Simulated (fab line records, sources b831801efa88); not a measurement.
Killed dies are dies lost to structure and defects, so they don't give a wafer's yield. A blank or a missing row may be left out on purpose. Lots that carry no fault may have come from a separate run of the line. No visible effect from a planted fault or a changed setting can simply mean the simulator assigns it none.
A lot that was struck, set against a sound lot    flow gf180mcu    21 out of 602 route steps
Sound: these wafers, L324.2, L324.3, L324.4. Struck: wafer L334.4 (L334.3, L334.5, from the same lot, were not struck and are left out); the cause is given at the end.
Each step with rows lists, per side, the tool, then ch with its chambers, then its first start. Under that, the readings that differ: sound wafers    struck wafers    difference of the means    sigmas: that difference in standard deviations of wafers without a fault.
alike: same words and numbers on both sides, and readings whose means sit less than 2 such deviations apart. not compared: any withheld reading, any reading some wafer has no value for, any bound like >300 that may hide the same value, and any number with overlapping values for which the record gives no deviation.
The two part at a step that has a row with sigmas, a row that says differs or no value, or rows on one side only. Numbers that don't overlap but have no deviation are shown without sigmas and don't part them. Lack of a reading on every wafer of one side parts them only where that side has two or more wafers.

first, 2 steps without rows for these wafers: GF_M1_CLEAN_19 (cleans in DIW); GF_V1_CVD_00 (deposits SiO2, target thk 600 nm, time 100 s).
GF_V1_THK_MEAS_01:
  sound: film_metro-03 at day 18 00:25; struck: film_metro-01 at day 22 08:05
  alike: V1_CVD_00_THK
GF_V1_CVD_02: deposits SiO2 from TEOS, target thk 850 nm, time 94.851 s.
  sound on pecvd-01 ch 1,2, day 18 00:28; struck on pecvd-02 ch 0, day 22 08:08
  alike: heater_power_w
GF_V1_THK_MEAS_03:
  sound: film_metro-02 at day 18 00:33; struck: film_metro-02 at day 22 08:13
reading             sound        struck  difference  sigmas
V1_CVD_02_THK (nm)  844 833 852  868     +25         +2
GF_V1_CMP_04: polishes SiO2.
  sound on cmp-01 ch 0,1,2, day 18 00:36; struck on cmp-01 ch 2, day 22 08:22
  alike: motor_current_A, time_to_endpoint_s
GF_V1_BOW_MEAS_05:
  sound: film_metro-03 at day 18 00:55; struck: film_metro-01 at day 22 08:36
  alike: V1_BOW
then, 5 steps without rows for these wafers: GF_V1_DEHYDRATE_06 (time 60 s); GF_V1_HMDS_07 (prime time 60 s); GF_V1_COAT_08; GF_V1_COAT_09 (resist thk 1000 nm); GF_V1_SOFTBAKE_10 (time 60 s).
GF_V1_EXPOSE_11: exposes mask Via1, target cd 260 nm.
  sound on krf_scanner-02 ch 0, day 18 13:01; struck on krf_scanner-02 ch 0, day 22 20:12
  alike: mask, focus_offset_nm
then, 2 steps without rows for these wafers: GF_V1_PEB_12 (peb time 90 s); GF_V1_DEVELOP_13 (develop time 60 s).
GF_V1_CD_MEAS_14 targets a cd of 260 nm.
  sound: cd_sem-01 at day 19 00:40; struck: cd_sem-02 at day 23 07:06
reading     sound              struck  difference  sigmas
cd_nm (nm)  257.4 259.0 258.8  261.3   +2.9        +2
GF_V1_OVL_MEAS_15:
  sound: overlay-02 at day 19 00:46; struck: overlay-01 at day 23 07:11
  alike: V1_OVL
GF_V1_ETCH_16: etches BARC in N2/H2.
  sound on rie_diel-04 ch 0,1,2, day 19 00:48; struck on rie_diel-04 ch 1, day 23 07:13
reading              sound            struck  difference  sigmas
model.V1.cd_nm (nm)  256.8 259 258.8  261.5   +3.3        
  alike: drypump_motor_current_A, h2_flow_sccm, n2_flow_sccm, oes_product_au, throttle_valve_pct
GF_V1_ETCH_17: etches SiO2 in C4F8/O2/Ar, stops on TiN, target depth 630 nm.
  sound on rie_diel-04 ch 0,1,2; struck on rie_diel-04 ch 1
reading              sound              struck  difference  sigmas
model.V1.cd_nm (nm)  257.1 259.5 258.2  261.9   +3.6        
  alike: oes_product_au
GF_V1_STRIP_18: strips in O2/N2.
  sound on plasma_asher-02 ch 0,1, day 19 00:56; struck on plasma_asher-04 ch 1, day 23 07:23
  alike: drypump_motor_current_A, heater_power_w, n2_flow_sccm, oes_product_au
  not compared: rf_hours_counter_h
GF_PASSIVATION_PROBE_99:
  the record holds rows for the sound wafers here (prober-02, day 29 23:35) but none for the struck ones

## WHERE THEY PART
First at GF_V1_THK_MEAS_03; last, within this record, at GF_PASSIVATION_PROBE_99.

WHY: what had been put in by the simulator
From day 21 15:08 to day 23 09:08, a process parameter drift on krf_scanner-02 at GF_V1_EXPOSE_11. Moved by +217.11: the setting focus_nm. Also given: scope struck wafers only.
